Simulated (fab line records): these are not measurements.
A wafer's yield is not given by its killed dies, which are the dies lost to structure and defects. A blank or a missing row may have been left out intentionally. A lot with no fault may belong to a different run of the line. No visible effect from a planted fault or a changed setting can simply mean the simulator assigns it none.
8D (eight disciplines) problem report, filled in by code | flow sky130 | the parts of the form that need people (team, actions taken, sign-off) are left out

1. WHAT IS WRONG
rf-fwd-power-W at SKY_METAL4_METAL_ETCH_18 reads a mean of 755.1 W on 2 wafers of 2 lots; wafers without a fault read 896.3 W with a standard deviation of 3. That is -47 standard deviations from the usual mean.
The step: etches the open film in Cl2/BCl3, stops on SiO2, target depth 845 nm, time 183.1 s.
The first sign was on wafer L356.6 at day 47 03:29, on rie-metal-02. The record holds 42 wafers of 14 lots with a number at this step. By rule, "out" or "out of limits" means more than 4 standard deviations away from the usual mean. Any other wafer with a number is counted as sound.

2. WHAT THIS IS AND IS NOT
question                    | is                | is not
which readings at this step | rf-fwd-power-W    | bcl3-flow-sccm, drypump-motor-current-A, oes-product-au
which lots                  | L356, L357        | L337, L338, L339, L340, L341, L342, L343, L344, L345, L346, L347, L359
which wafers of those lots  | L356.6, L357.2    | L356.2, L356.5, L357.1, L357.4
read on which tools         | rie-metal-02      | rie-metal-01
when                        | from day 47 03:29 | up to then (35 sound wafers); but 5 sound wafers of L357, L359 came after

3. WHAT RULES OUT EACH SUSPECT
Counting: a tool at a process step up to the reading stays a suspect if it ran every lot that is out. Sound lots after the first of them don't rule it out here, since some wafers of a struck lot are sound.
- rie-metal-01 at SKY_METAL4_ETCH_16 (etches BARC in N2/H2, stops on SiO2, time 88.2 s, target depth 60 nm): kept. It ran every lot that is out, first L356 (day 47 03:22); its last sound lot up to then is L337 (day 43 01:53).
- rie-metal-02 at SKY_METAL4_METAL_ETCH_18 (etches the open film in Cl2/BCl3, stops on SiO2, target depth 845 nm, time 183.1 s): kept. It ran every lot that is out, first L356 (day 47 03:29); its last sound lot up to then is L347 (day 45 03:46). On those wafers its own readings are out: rf-fwd-power-W.
- Within rie-metal-02 at SKY_METAL4_METAL_ETCH_18, the wafers that are out were processed in chamber 0 and their sound lot-mates in chamber 1.
The count leaves rie-metal-02 at SKY_METAL4_METAL_ETCH_18 and rie-metal-01 at SKY_METAL4_ETCH_16.

4. THE CAUSE (what the simulator had put in)
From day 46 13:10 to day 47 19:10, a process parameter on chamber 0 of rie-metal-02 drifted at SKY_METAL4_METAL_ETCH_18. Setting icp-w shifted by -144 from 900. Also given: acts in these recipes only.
This tool is one of the 2 suspects left after counting.

5. THE EFFECT CHAIN, in route order
Rows list readings where the struck wafers' mean (over those with a number) sits beyond 3 standard deviations from the usual. Scope: only readings with a usual standard deviation given in the record; hours: median across lots of the time from each lot's start at the first step in this table that gives one to its start at this step; sigmas: change in usual standard deviations.
hours | step                     | reading                  | usual      | on struck wafers | change | sigmas
0     | SKY_METAL4_METAL_ETCH_18 | rf-fwd-power-W           | 896.3 W    | 755.1            | -141.1 | -47
0     | SKY_METAL4_STRIP_19      | oes-product-au           | 0.504 a.u. | 0.537            | +0.033 | +5.7
0     | SKY_METAL4_STRIP_19      | strip-time-to-endpoint-s | 6.56 s     | 7.33             | +0.77  | +7.9
Its process steps:
- SKY_METAL4_METAL_ETCH_18: etches the open film in Cl2/BCl3, stops on SiO2, target depth 845 nm, time 183.1 s.
- SKY_METAL4_STRIP_19: strips in O2/N2.
Later measuring or inspecting steps at which every struck wafer that the step has a row for has a number for every such reading, and none has moved that far: SKY_VIA4_RS_MEAS_19.

6. WHAT WOULD HAVE CAUGHT IT SOONER
14 hours passed between the start of the fault at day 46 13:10 and the first reading out of limits in this record, taken at day 47 03:29.
